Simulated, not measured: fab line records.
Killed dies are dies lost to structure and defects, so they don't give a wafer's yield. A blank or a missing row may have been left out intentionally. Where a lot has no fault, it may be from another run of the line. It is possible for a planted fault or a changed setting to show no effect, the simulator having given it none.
One fault seen from 2 desks + flow gf180mcu + what lay behind the numbers comes last; until then each desk has only its own

## TOOL OWNER'S DESK, pvdSputter-04
At GF_M2_SPUTTER_04 (material TiN, target thk 50 nm, time 41.7 s) the tool's own readings: per lot run on this tool, the mean of the sampled wafers that have a number. Any lot whose mean is over 4 standard deviations away from the usual mean is out of limits and marked OUT; that distance is given in the brackets.
Columns: A = chamberPressurePa at GF_M2_SPUTTER_04, usual 0.4001 Pa; B = throttleValvePct at GF_M2_SPUTTER_04, usual 30.3 %
| lot  | first seen here | A                        | B    |
|------|-----------------|--------------------------|------|
| L736 | day 20 12:21    | 0.4001                   | 29.9 |
| L737 | day 20 18:34    | 0.4002                   | 30.1 |
| L738 | day 21 06:44    | 0.4001                   | 30.2 |
| L739 | day 21 16:04    | 0.4000                   | 30.4 |
| L740 | day 21 23:31    | 0.4785 (+99 or more) OUT | 27.6 |
| L741 | day 22 17:31    | 0.4781 (+99 or more) OUT | 26.9 |
| L750 | day 25 10:23    | 0.4003                   | 30.3 |
This desk's verdict: out of limits on L740, L741, starting with L740 at day 21 23:31 (chamberPressurePa at GF_M2_SPUTTER_04). In limits: L736, L737, L738, L739, L750.

## THE METROLOGY DESK
What the gauges read for every lot (on any tool): the sampled wafers with a number, averaged. Any lot whose mean is over 4 standard deviations away from the usual mean is out of limits and marked OUT; that distance is given in the brackets.
Columns: A = M2_ALCU_RS at GF_M2_RS_MEAS_05, usual 0.0702 ohm/sq
| lot  | first seen here | A      |
|------|-----------------|--------|
| L733 | day 19 01:02    | 0.0693 |
| L734 | day 19 14:50    | 0.0701 |
| L735 | day 20 05:26    | 0.0708 |
| L736 | day 20 12:29    | 0.0701 |
| L737 | day 20 18:36    | 0.0714 |
| L738 | day 21 06:47    | 0.0711 |
| L739 | day 21 16:07    | 0.0700 |
| L740 | day 21 23:33    | 0.0710 |
| L741 | day 22 17:33    | 0.0699 |
| L750 | day 25 10:27    | 0.0703 |
| L751 | day 25 16:25    | 0.0711 |
| L752 | day 26 03:07    | 0.0690 |
| L753 | day 26 06:32    | 0.0704 |
This desk's finding: nothing out of limits on any of the 13 lots.

## BROUGHT TOGETHER
The tool owner's desk could have raised an alarm at day 21 23:31, on L740, L741.
From the metrology desk's view, nothing was out of limits.
The metrology desk has L740, L741 on record, within its limits.
Of the lots named, all ran GF_M2_SPUTTER_04 on pvdSputter-04.

## WHAT THE SIMULATOR HAD PUT IN
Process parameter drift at GF_M2_SPUTTER_04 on pvdSputter-04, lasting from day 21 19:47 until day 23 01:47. A move of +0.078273 in setting chamberPressurePa, from 0.4. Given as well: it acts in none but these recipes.
Shown lots that were struck: L740, L741.
Delay in hours, fault start to first out-of-limits reading, by desk: the tool owner's desk at 4.
